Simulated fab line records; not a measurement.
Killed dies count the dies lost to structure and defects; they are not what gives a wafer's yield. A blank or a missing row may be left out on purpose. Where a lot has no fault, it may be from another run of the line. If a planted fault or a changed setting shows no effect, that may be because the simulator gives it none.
Which tool is to blame? ; flow sfq-line ; 39 wafers from 13 lots sampled at 4 of the route's 325 steps

## WHAT EACH GAUGE READ, for each wafer
SFQ_I1_BOW_MEAS_912. Usual: I1_BOW typically reads 1 um, with standard deviation 7.7.
lot;measured;on;I1_BOW (um);flag
L869;day 24 06:00;film-metro-02;-4 -13 -1;
L870;day 24 10:47;film-metro-01;-3 17 -1;
L871;day 24 14:07;film-metro-04;-9 2 1;
L872;day 24 16:47;film-metro-01;6 6 9;
L873;day 24 19:47;film-metro-01;1 0 -7;
L876;day 26 22:19;film-metro-02;-7 2 10;
L877;day 27 04:18;film-metro-01;-5 -12 -15;
L878;day 28 23:58;film-metro-01;5 -1 3;
L880;day 30 02:54;film-metro-02;12 7 4;
L881;day 30 19:44;film-metro-04;-3 6 4;
L889;day 33 15:02;film-metro-02;-8 -6 -3;
L890;day 33 22:13;film-metro-02;-3 -3 -5;
L891;day 34 01:49;film-metro-01;7 4 3;

## WHICH TOOL RAN EACH LOT (tool, then ch and the chambers of the sampled wafers, then the start)
lot;SFQ_TRILAYER_L0_STRIP_STRIP_009;SFQ_TRILAYER_L0_CAP_PECVD_011;SFQ_TRILAYER_L0_VIA_ETCH_VIA_ETCH_016
L869;rie-metal-02 ch 0,1, day 4 05:05;pecvd-02 ch 1,2, day 4 05:51;rie-diel-04 ch 0,1,3, day 7 13:34
L870;rie-metal-04 ch 0,1, day 4 06:17;pecvd-01 ch 0,1, day 4 07:03;rie-diel-01 ch 0,1,2, day 7 17:10
L871;rie-metal-02 ch 0,1, day 4 08:41;pecvd-02 ch 0,1,2, day 4 09:27;rie-diel-02 ch 0,3, day 7 20:46
L872;rie-metal-04 ch 0,1, day 4 09:53;pecvd-01 ch 0,2, day 4 10:39;rie-diel-04 ch 1,2,3, day 7 21:58
L873;rie-metal-03 ch 0,1, day 4 11:05;pecvd-04 ch 0,1,2, day 4 11:51;rie-diel-01 ch 0,1,3, day 8 00:22
L876;rie-metal-02 ch 0,1, day 6 01:35;pecvd-04 ch 0,1, day 6 02:18;rie-diel-04 ch 0,3, day 9 20:40
L877;rie-metal-04 ch 0,1, day 6 08:29;pecvd-02 ch 0,2, day 6 09:16;rie-diel-02 ch 0,2,3, day 10 06:16
L878;rie-metal-02 ch 0,1, day 6 16:53;pecvd-02 ch 0,2, day 6 17:41;rie-diel-04 ch 0,2,3, day 10 19:28
L880;rie-metal-04 ch 0,1, day 7 06:05;pecvd-01 ch 0,1,2, day 7 06:52;rie-diel-02 ch 1,2,3, day 11 12:16
L881;rie-metal-02 ch 1, day 7 12:05;pecvd-02 ch 0,1, day 7 12:52;rie-diel-02 ch 2,3, day 11 20:32
L889;rie-metal-02 ch 0,1, day 9 14:42;pecvd-04 ch 0,1,2, day 9 15:28;rie-diel-02 ch 0,2, day 14 00:17
L890;rie-metal-03 ch 0,1, day 9 21:55;pecvd-01 ch 0,1,2, day 9 22:41;rie-diel-04 ch 0,1,2, day 14 09:53
L891;rie-metal-02 ch 1, day 10 03:54;pecvd-01 ch 1,2, day 10 04:40;rie-diel-04 ch 0,1,3, day 14 17:05
- SFQ_TRILAYER_L0_STRIP_STRIP_009: strips in O2.
- SFQ_TRILAYER_L0_CAP_PECVD_011: deposits SiO2 from SiH4/N2O, time 13.333 s, target thk 60 nm.
- SFQ_TRILAYER_L0_VIA_ETCH_VIA_ETCH_016: etches SiO2 in CHF3, stops on MoNx KI, target depth 80 nm.

## AS READ BY THE TOOLS THEMSELVES (means over the sampled wafers that have a number; for cases with no such wafer, the mark the record gives instead)
SFQ_TRILAYER_L0_STRIP_STRIP_009. Usual: drypump-motor-current-A 5.7 A, standard deviation 0.43; oes-product-au 1.001 a.u., standard deviation 0.0075.
lot;tool;drypump-motor-current-A (A);oes-product-au (a.u.);flag
L869;rie-metal-02;6.0;1.002;
L870;rie-metal-04;5.3;1.004;
L871;rie-metal-02;6.0;1.001;
L872;rie-metal-04;5.6;0.994;
L873;rie-metal-03;6.1;1.004;
L876;rie-metal-02;6.0;1.002;
L877;rie-metal-04;5.3;0.999;
L878;rie-metal-02;6.0;0.996;
L880;rie-metal-04;5.4;1.000;
L881;rie-metal-02;5.4;0.998;
L889;rie-metal-02;5.7;0.999;
L890;rie-metal-03;6.0;1.020;
L891;rie-metal-02;5.4;0.993;

SFQ_TRILAYER_L0_CAP_PECVD_011. Usual: heater-power-w 79 W, standard deviation 13; rf-fwd-power-W 180.1 W, standard deviation 0.86; showerhead-vpp-V 847 V, standard deviation 42; throttle-valve-pct 24.4 %, standard deviation 0.92.
lot;tool;heater-power-w (W);rf-fwd-power-W (W);showerhead-vpp-V (V);throttle-valve-pct (%);flag
L869;pecvd-02;74;179.7;864;24.4;
L870;pecvd-01;94;179.3;845;25.5;
L871;pecvd-02;68;179.3;874;24.9;
L872;pecvd-01;93;180.7;824;24.1;
L873;pecvd-04;79;180.5;843;23.7;
L876;pecvd-04;68;180.7;841;23.9;
L877;pecvd-02;72;180.2;874;25.4;
L878;pecvd-02;71;179.3;867;25.3;
L880;pecvd-01;84;180.5;836;24.9;
L881;pecvd-02;44;228.8;1007;24.7;OFF
L889;pecvd-04;75;180.4;845;23.9;
L890;pecvd-01;84;180.4;831;23.4;
L891;pecvd-01;76;180.3;848;24.1;

SFQ_TRILAYER_L0_VIA_ETCH_VIA_ETCH_016. Usual: drypump-motor-current-A 5.6 A, standard deviation 0.44; oes-product-au 0.843 a.u., standard deviation 0.0074.
lot;tool;drypump-motor-current-A (A);oes-product-au (a.u.);flag
L869;rie-diel-04;5.5;0.841;
L870;rie-diel-01;5.8;0.838;
L871;rie-diel-02;5.3;0.851;
L872;rie-diel-04;5.6;0.838;
L873;rie-diel-01;5.7;0.846;
L876;rie-diel-04;5.5;0.843;
L877;rie-diel-02;5.5;0.844;
L878;rie-diel-04;5.2;0.843;
L880;rie-diel-02;5.8;0.844;
L881;rie-diel-02;5.9;0.868;OFF
L889;rie-diel-02;5.8;0.832;
L890;rie-diel-04;5.3;0.838;
L891;rie-diel-04;5.6;0.841;

## THE ANSWER, worked out from the rows above alone
Rule: a lot is off if the mean of its wafers that have a number lies more than 3 standard deviations from the usual mean. A lot without any number at a reading at which 4 lots or more have one is off too. Where the step has rows for the other lots, those lots are counted as sound. First the gauges in route order, then the tools' own readings, where a lot's mean is used as printed above. At the first step where some lot is off, the reading lying furthest off is the one used; lots without a number count as furthest.
Off at SFQ_TRILAYER_L0_CAP_PECVD_011 (rf-fwd-power-W): L881.
If a tool, at that step or one of the process steps before it, ran each lot that is off and ran no sound lot following the first of them, it fits. One fits: SFQ_TRILAYER_L0_CAP_PECVD_011 on pecvd-02. A fault onset in the window from L878 (day 6 17:41, its last sound lot) to L881 (day 7 12:52, its first lot off) fits.
The tool's own readings at SFQ_TRILAYER_L0_CAP_PECVD_011 bear it out: on the lots that are off they differ by more than 5 times the standard deviation of the sound lots' means. rf-fwd-power-W reads 228.8 W there against 180.1 W on the sound lots; showerhead-vpp-V reads 1007 V there against 849 V on the sound lots.

## WHAT THE SIMULATOR PUT IN
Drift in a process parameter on pecvd-02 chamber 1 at SFQ_TRILAYER_L0_CAP_PECVD_011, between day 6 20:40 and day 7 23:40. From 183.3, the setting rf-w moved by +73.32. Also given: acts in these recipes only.
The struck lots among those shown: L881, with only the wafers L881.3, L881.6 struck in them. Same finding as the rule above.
